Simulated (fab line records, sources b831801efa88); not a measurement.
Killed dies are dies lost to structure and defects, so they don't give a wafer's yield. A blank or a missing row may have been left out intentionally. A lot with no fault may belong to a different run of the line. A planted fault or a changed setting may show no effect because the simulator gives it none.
Struck lot and sound lot, side by side || flow sky130 || 43 out of 708 route steps
Sound: the wafers L658.1, L658.3, L658.4. Wafers struck: L668.1, L668.4, L668.5. The cause comes at the end.
Each step with rows lists, per side, the tool, then ch with its chambers, then its first start. Under that, the readings that differ: sound wafers || struck wafers || difference of the means || sigmas: that difference in standard deviations of wafers without a fault.
alike: readings with means less than 2 such deviations apart, plus words and numbers identical on both sides. not compared: withheld readings, readings lacking a value on some wafer, bounds such as >300 that could conceal the same value, and numbers that have no deviation in the record and whose values overlap.
The two part at a step that has a row with sigmas, a row that says differs or no value, or rows on one side only. Numbers that have no deviation but don't overlap get no sigmas and don't part them. Lack of a reading on every wafer of one side parts them only where that side has two or more wafers.

first, 6 steps without rows for these wafers: SKY_GATE_OXIDE_HMDS_04 (prime time 60 s); SKY_GATE_OXIDE_COAT_05 (resist thk 1140 nm); SKY_GATE_OXIDE_SOFTBAKE_06 (time 60 s); SKY_GATE_OXIDE_EXPOSE_07 (exposes mask LVOM, target cd 600 nm); SKY_GATE_OXIDE_PEB_08; SKY_GATE_OXIDE_DEVELOP_09 (develop time 60 s).
SKY_GATE_OXIDE_OVL_MEAS_10:
  sound on overlay-02 at day 14 00:04; struck on overlay-02 at day 17 15:21
  alike: GATE_OXIDE_OVL
then, 2 steps without rows for these wafers: SKY_GATE_OXIDE_IMPLANT_11; SKY_GATE_OXIDE_WET_ETCH_12 (etches SiO2 in dHF, target depth 16.8 nm, time 336 s).
SKY_GATE_OXIDE_STRIP_13: strips in O2/N2.
  sound on plasmaAsher-03 ch 0,1, day 14 00:21; struck on plasmaAsher-03 ch 0, day 17 15:39
  alike: drypumpMotorCurrentA, oesProductAu, stripTimeToEndpointS
  not compared: rfHoursCounterH
SKY_GATE_OXIDE_TW_MEAS_14:
  sound on filmMetro-02 at day 14 00:27; struck on filmMetro-04 at day 17 15:45
  alike: GATE_OXIDE_TW
then, 1 step without rows for these wafers: SKY_GATE_OXIDE_CLEAN_15 (cleans in SC1/SC2, time 150 s).
SKY_GATE_OXIDE_OXIDATION_16: stabilise 600 s, purge 300 s, target thk 3.57 nm.
  sound on furnace-01 ch 0, day 14 00:52; struck on furnace-02 ch 0, day 17 16:05
{"reading": "spikeTcLowerC (C)", "sound": "810.8 811.2 811.3", "struck": "808.0 808.0 807.1", "difference": -3.4, "sigmas": -2}
  alike: zonePowerUpperPct
then, 1 step without rows for these wafers: SKY_POLY_GATE_CVD_00 (deposits poly-Si, target thk 180 nm, time 720 s).
SKY_POLY_GATE_THK_MEAS_01:
  sound on filmMetro-03 at day 14 03:35; struck on filmMetro-01 at day 17 18:49
  alike: POLY_GATE_CVD_00_THK
then, 8 steps without rows for these wafers: SKY_RES_PROTECT_DEHYDRATE_00 (time 60 s); SKY_RES_PROTECT_HMDS_01 (prime time 60 s); SKY_RES_PROTECT_COAT_02 (resist thk 1140 nm); SKY_RES_PROTECT_SOFTBAKE_03 (time 60 s); SKY_RES_PROTECT_EXPOSE_04 (exposes mask RPM, target cd 1270 nm); SKY_RES_PROTECT_PEB_05; SKY_RES_PROTECT_DEVELOP_06 (develop time 60 s); SKY_POLY_GATE_IMPLANT_02.
SKY_RES_PROTECT_STRIP_07: strips in O2/N2.
  sound on plasmaAsher-04 ch 0,1, day 15 06:24; struck on plasmaAsher-01 ch 0,1, day 19 00:57
  alike: drypumpMotorCurrentA, oesProductAu, stripTimeToEndpointS
  not compared: rfHoursCounterH
SKY_RES_PROTECT_TW_MEAS_08:
  sound on filmMetro-04 at day 15 06:30; struck on filmMetro-02 at day 19 01:03
  alike: POLY_GATE_TW
then, 2 steps without rows for these wafers: SKY_RES_PROTECT_CLEAN_09 (cleans in SC1/SC2, time 150 s); SKY_POLY_GATE_CVD_03 (deposits Si3N4 from DCS/NH3, target thk 75 nm, time 1290 s).
SKY_POLY_GATE_THK_MEAS_04:
  sound on filmMetro-03 at day 15 09:10; struck on filmMetro-03 at day 19 02:50
  alike: POLY_GATE_CVD_03_THK
then, 8 steps without rows for these wafers: SKY_POLY_GATE_DEHYDRATE_05 (time 60 s); SKY_POLY_GATE_HMDS_06 (prime time 60 s); SKY_POLY_GATE_COAT_07 (resist thk 110 nm); SKY_POLY_GATE_COAT_08 (resist thk 450 nm); SKY_POLY_GATE_SOFTBAKE_09 (time 90 s); SKY_POLY_GATE_EXPOSE_10 (exposes mask P1M, target cd 150 nm); SKY_POLY_GATE_PEB_11; SKY_POLY_GATE_DEVELOP_12 (develop time 60 s).
SKY_POLY_GATE_CD_MEAS_13: the cd target is 150 nm.
  sound on cdSem-01 at day 16 12:19; struck on cdSem-02 at day 20 09:52
  alike: cdNm
SKY_POLY_GATE_OVL_MEAS_14:
  sound on overlay-01 at day 16 12:26; struck on overlay-01 at day 20 09:59
  alike: POLY_GATE_OVL
then, 1 step without rows for these wafers: SKY_POLY_GATE_ETCH_15 (etches BARC in N2/H2, stops on SiO2, time 118.5 s, target depth 110 nm).
SKY_POLY_GATE_ETCH_16: etches Si3N4 in CH3F/O2, stops on poly-Si, time 147.5 s, target depth 75 nm.
  sound on rieDiel-01 ch 1,2,3, day 16 12:34; struck on rieDiel-04 ch 1,2, day 20 10:07
  alike: drypumpMotorCurrentA, oesProductAu, throttleValvePct
  not compared: rfHoursCounterH
SKY_POLY_GATE_ETCH_17: etches poly-Si in HBr/Cl2, stops on SiO2, target depth 180 nm, time 70.5 s.
  sound on rieSi-01 ch 1,2,3, day 16 12:40; struck on rieSi-02 ch 1,2,3, day 20 10:13
  alike: drypumpMotorCurrentA, oesProductAu, throttleValvePct
  not compared: rfHoursCounterH
SKY_POLY_GATE_STRIP_18: strips in O2/N2.
  sound on plasmaAsher-04 ch 0,1, day 16 12:43; struck on plasmaAsher-04 ch 0,1, day 20 10:16
  alike: drypumpMotorCurrentA, oesProductAu, stripTimeToEndpointS
  not compared: rfHoursCounterH
-- here the record skips 28 days between the struck wafers' starts before and after, leaving off in module POLY_GATE and picking up in module PAD_OPEN (first step shown: number 708 of the route) --
SKY_PAD_OPEN_PROBE_99:
  sound on prober-02 at day 45 21:00; struck on prober-02 at day 48 11:23
{"reading": "model.etest.capThinOxide.gateLog10ACm2", "sound": "-8.544 -8.502 -8.556", "struck": "0.3411 0.3568 0.4545", "difference": "+8.9181", "sigmas": ""}
{"reading": "model.etest.capThickOxide.gateBvV (V)", "sound": "16 15.71 15.87", "struck": "7.288 7.452 7.466", "difference": -8.458, "sigmas": ""}
{"reading": "model.etest.capThinOxide.gateBvV (V)", "sound": "7.106 7.578 7.362", "struck": "3.866 3.82 3.95", "difference": -3.470, "sigmas": ""}
{"reading": "model.etest.nfet_01v8_turned.offLog10AUm", "sound": "-13.42 -13.29 -13.2", "struck": "-10.15 -10.39 -10.25", "difference": "+3.04", "sigmas": ""}
{"reading": "model.etest.nfet_01v8_swapped.offLog10AUm", "sound": "-13.28 -13.38 -13.39", "struck": "-10.43 -10.54 -10.57", "difference": "+2.84", "sigmas": ""}
{"reading": "model.etest.nfet_01v8.offLog10AUm", "sound": "-13.48 -13.29 -13.37", "struck": "-10.15 -10.51 -10.23", "difference": "+3.08", "sigmas": ""}
{"reading": "model.etest.pfet_01v8_hvt.offLog10AUm", "sound": "-13.04 -13.14 -13.22", "struck": "-10.39 -10.38 -10.24", "difference": "+2.80", "sigmas": ""}
{"reading": "model.etest.sramPfetLatch.offLog10AUm", "sound": "-12.32 -12.86 -12.74", "struck": "-10.53 -10.16 -10.73", "difference": "+2.17", "sigmas": ""}
  alike: killed_at_M0_to_M3, killed_at_M4_up, killedAtContacts, killedAtFrontEnd, killedAtOther, killedDies, killedOpen, killedShort

WHERE THEY PART
Only at SKY_GATE_OXIDE_OXIDATION_16, as far as this record shows. Later steps at which nothing parts them and some readings are alike: SKY_POLY_GATE_THK_MEAS_01, SKY_RES_PROTECT_STRIP_07, SKY_RES_PROTECT_TW_MEAS_08, SKY_POLY_GATE_THK_MEAS_04, SKY_POLY_GATE_CD_MEAS_13, SKY_POLY_GATE_OVL_MEAS_14, SKY_POLY_GATE_ETCH_16, SKY_POLY_GATE_ETCH_17, SKY_POLY_GATE_STRIP_18, SKY_PAD_OPEN_PROBE_99.

WHY: the cause the simulator had injected
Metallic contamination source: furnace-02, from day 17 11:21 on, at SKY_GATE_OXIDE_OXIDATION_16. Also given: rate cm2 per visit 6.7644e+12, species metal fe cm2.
